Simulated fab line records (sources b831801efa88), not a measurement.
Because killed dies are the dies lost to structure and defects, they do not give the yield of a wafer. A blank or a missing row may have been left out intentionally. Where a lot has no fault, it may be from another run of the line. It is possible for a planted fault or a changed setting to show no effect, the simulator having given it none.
The tool behind it: which one? | flow sfqLine | Sampling: 14 lots, 42 wafers, 4 of 325 route steps

WHAT THE GAUGES SHOWED, per wafer
The record lacks any reading of a measuring or inspecting step that a usual standard deviation could be used to judge.

EACH LOT AND THE TOOL THAT RAN IT (in order: tool; ch and the chambers of the sampled wafers; start)
lot  | SFQ_TRILAYER_L0_VIA_LITHO_PEB_016 | SFQ_TRILAYER_M0_STRIP_STRIP_025  | SFQ_TRILAYER_I3_DEP_PECVD_081   | SFQ_TRILAYER_I3_VIA_ETCH_VIA_ETCH_088
L637 | lithoTrack-01 ch 0, day 8 17:54   | rieMetal-04 ch 0,1, day 13 10:28 | pecvd-01 ch 0,2, day 45 13:44   | rieDiel-03 ch 1,2,3, day 52 00:07
L638 | lithoTrack-03 ch 0, day 8 22:43   | rieMetal-03 ch 0,1, day 13 20:04 | pecvd-01 ch 0,2, day 45 19:23   | rieDiel-03 ch 0,1,2, day 52 06:07
L640 | lithoTrack-04 ch 0, day 9 14:19   | rieMetal-04 ch 0,1, day 14 20:49 | pecvd-02 ch 0,2, day 46 08:35   | rieDiel-04 ch 0,3, day 53 01:26
L641 | lithoTrack-03 ch 0, day 10 03:30  | rieMetal-03 ch 1, day 15 06:25   | pecvd-04 ch 1,2, day 46 22:02   | rieDiel-03 ch 0,1, day 53 08:38
L642 | lithoTrack-03 ch 0, day 10 13:06  | rieMetal-03 ch 0,1, day 15 18:50 | pecvd-01 ch 0,2, day 48 07:58   | rieDiel-02 ch 0,3, day 54 16:17
L643 | lithoTrack-01 ch 0, day 10 19:06  | rieMetal-01 ch 0,1, day 16 00:46 | pecvd-02 ch 0,2, day 48 15:07   | rieDiel-04 ch 0,1, day 55 00:21
L644 | lithoTrack-01 ch 0, day 10 23:54  | rieMetal-01 ch 0,1, day 16 05:34 | pecvd-01 ch 0,1,2, day 48 23:48 | rieDiel-03 ch 0,1,2, day 55 06:21
L645 | lithoTrack-01 ch 0, day 11 04:45  | rieMetal-01 ch 0,1, day 16 13:04 | pecvd-01 ch 0,1,2, day 49 15:20 | rieDiel-02 ch 0,1,2, day 55 23:09
L646 | lithoTrack-03 ch 0, day 11 13:06  | rieMetal-04 ch 0,1, day 16 21:16 | pecvd-04 ch 0,1, day 50 08:08   | rieDiel-04 ch 1,2,3, day 56 15:57
L650 | lithoTrack-01 ch 0, day 12 11:59  | rieMetal-04 ch 0,1, day 17 15:16 | pecvd-04 ch 0,1,2, day 51 04:48 | rieDiel-02 ch 0,2,3, day 57 09:57
L651 | lithoTrack-01 ch 0, day 12 21:58  | rieMetal-04 ch 0,1, day 18 00:59 | pecvd-02 ch 0,2, day 51 09:33   | rieDiel-02 ch 1,2,3, day 57 17:09
L654 | lithoTrack-03 ch 0, day 14 00:31  | rieMetal-04 ch 0,1, day 18 20:23 | pecvd-04 ch 0,2, day 52 09:20   | rieDiel-03 ch 2,3, day 58 11:09
L658 | lithoTrack-01 ch 0, day 15 11:25  | rieMetal-01 ch 0,1, day 20 10:16 | pecvd-04 ch 0,1, day 53 21:28   | rieDiel-03 ch 0,3, day 58 20:53
L659 | lithoTrack-01 ch 0, day 15 14:39  | rieMetal-04 ch 0,1, day 20 16:37 | pecvd-04 ch 1,2, day 59 18:04   | rieDiel-04 ch 1,2, day 60 01:39
- SFQ_TRILAYER_L0_VIA_LITHO_PEB_016: peb time 60 s.
- SFQ_TRILAYER_M0_STRIP_STRIP_025: strips in O2.
- SFQ_TRILAYER_I3_DEP_PECVD_081: deposits SiO2 from SiH4/N2O, time 111.11 s, target thk 500 nm.
- SFQ_TRILAYER_I3_VIA_ETCH_VIA_ETCH_088: etches SiO2 in CHF3, stops on Nb, target depth 260 nm.

AS READ BY THE TOOLS THEMSELVES (means over the sampled wafers that have a number; for cases with no such wafer, the mark the record gives instead)
SFQ_TRILAYER_L0_VIA_LITHO_PEB_016.
lot  | tool          | heaterPowerTotalW (W) | plateTempC (C)
L637 | lithoTrack-01 | 79.18                 | 115.13
L638 | lithoTrack-03 | 79.19                 | 115.06
L640 | lithoTrack-04 | 79.10                 | 115.04
L641 | lithoTrack-03 | 79.20                 | 115.09
L642 | lithoTrack-03 | 79.14                 | 114.94
L643 | lithoTrack-01 | 79.17                 | 115.22
L644 | lithoTrack-01 | 79.10                 | 114.89
L645 | lithoTrack-01 | 79.15                 | 114.99
L646 | lithoTrack-03 | 79.16                 | 114.86
L650 | lithoTrack-01 | 79.98                 | 116.04
L651 | lithoTrack-01 | 79.87                 | 115.72
L654 | lithoTrack-03 | 79.10                 | 115.08
L658 | lithoTrack-01 | 79.13                 | 114.90
L659 | lithoTrack-01 | 79.14                 | 114.94

SFQ_TRILAYER_M0_STRIP_STRIP_025.
lot  | tool        | drypumpMotorCurrentA (A) | oesProductAu (a.u.)
L637 | rieMetal-04 | 6.5                      | 1.002
L638 | rieMetal-03 | 5.5                      | 1.000
L640 | rieMetal-04 | 6.5                      | 1.011
L641 | rieMetal-03 | 5.3                      | 0.996
L642 | rieMetal-03 | 5.5                      | 1.003
L643 | rieMetal-01 | 5.7                      | 1.005
L644 | rieMetal-01 | 5.7                      | 1.001
L645 | rieMetal-01 | 5.6                      | 0.987
L646 | rieMetal-04 | 6.5                      | 1.000
L650 | rieMetal-04 | 6.3                      | 1.008
L651 | rieMetal-04 | 6.5                      | 1.008
L654 | rieMetal-04 | 6.3                      | 1.005
L658 | rieMetal-01 | 5.7                      | 0.999
L659 | rieMetal-04 | 6.5                      | 0.999

SFQ_TRILAYER_I3_DEP_PECVD_081.
lot  | tool     | heaterPowerOuterW (W) | heaterPowerW (W) | showerheadVppV (V) | throttleValvePct (%)
L637 | pecvd-01 | 34                    | 91               | 861                | 25.7
L638 | pecvd-01 | 33                    | 91               | 869                | 25.9
L640 | pecvd-02 | 30                    | 87               | 788                | 23.6
L641 | pecvd-04 | 25                    | 79               | 805                | 22.6
L642 | pecvd-01 | 28                    | 82               | 886                | 25.7
L643 | pecvd-02 | 31                    | 89               | 779                | 23.9
L644 | pecvd-01 | 34                    | 90               | 866                | 25.7
L645 | pecvd-01 | 30                    | 83               | 862                | 25.9
L646 | pecvd-04 | 22                    | 70               | 839                | 23.5
L650 | pecvd-04 | 32                    | 88               | 812                | 22.8
L651 | pecvd-02 | 22                    | 76               | 806                | 24.0
L654 | pecvd-04 | 29                    | 85               | 800                | 22.3
L658 | pecvd-04 | 32                    | 87               | 809                | 23.3
L659 | pecvd-04 | 27                    | 80               | 816                | 23.0

SFQ_TRILAYER_I3_VIA_ETCH_VIA_ETCH_088.
lot  | tool       | drypumpMotorCurrentA (A) | oesProductAu (a.u.)
L637 | rieDiel-03 | 5.7                      | 0.853
L638 | rieDiel-03 | 5.8                      | 0.857
L640 | rieDiel-04 | 6.0                      | 0.855
L641 | rieDiel-03 | 5.8                      | 0.859
L642 | rieDiel-02 | 6.3                      | 0.849
L643 | rieDiel-04 | 6.1                      | 0.855
L644 | rieDiel-03 | 5.8                      | 0.855
L645 | rieDiel-02 | 6.1                      | 0.857
L646 | rieDiel-04 | 5.8                      | 0.856
L650 | rieDiel-02 | 6.1                      | 0.847
L651 | rieDiel-02 | 5.7                      | 0.852
L654 | rieDiel-03 | 5.2                      | 0.852
L658 | rieDiel-03 | 5.4                      | 0.856
L659 | rieDiel-04 | 5.9                      | 0.855

THE ANSWER, worked out from the rows above alone
Rule: what is usual is taken from the lots themselves. The widest of any qualifying gaps counts: lots, ordered by their means at a reading, are off when they make up no more than a third of the lots, leave a main group of 4 or more, and stand apart from it by 3 or more times the standard deviation of that group's means. A main group whose means are all the same, to the digits that the tables above print for the reading, isn't used. Also off: a lot with no number at a reading for which 4 or more lots have one. Any other lot the step has rows for is counted as sound. After the gauges, taken in route order, come the tools' own readings; for these a lot's mean is taken, as printed above. At the first step where some lot is off, the reading lying furthest off is the one used; lots without a number count as furthest.
Off: L650, L651 (SFQ_TRILAYER_L0_VIA_LITHO_PEB_016, heaterPowerTotalW). For the main group the mean is 79.15 W and the standard deviation 0.033.
A tool fits if, at that step or a process step before it, it ran every lot that is off, and no sound lot after the first of them. Of those tried, none fits.

WHAT THE SIMULATOR HAD INSERTED
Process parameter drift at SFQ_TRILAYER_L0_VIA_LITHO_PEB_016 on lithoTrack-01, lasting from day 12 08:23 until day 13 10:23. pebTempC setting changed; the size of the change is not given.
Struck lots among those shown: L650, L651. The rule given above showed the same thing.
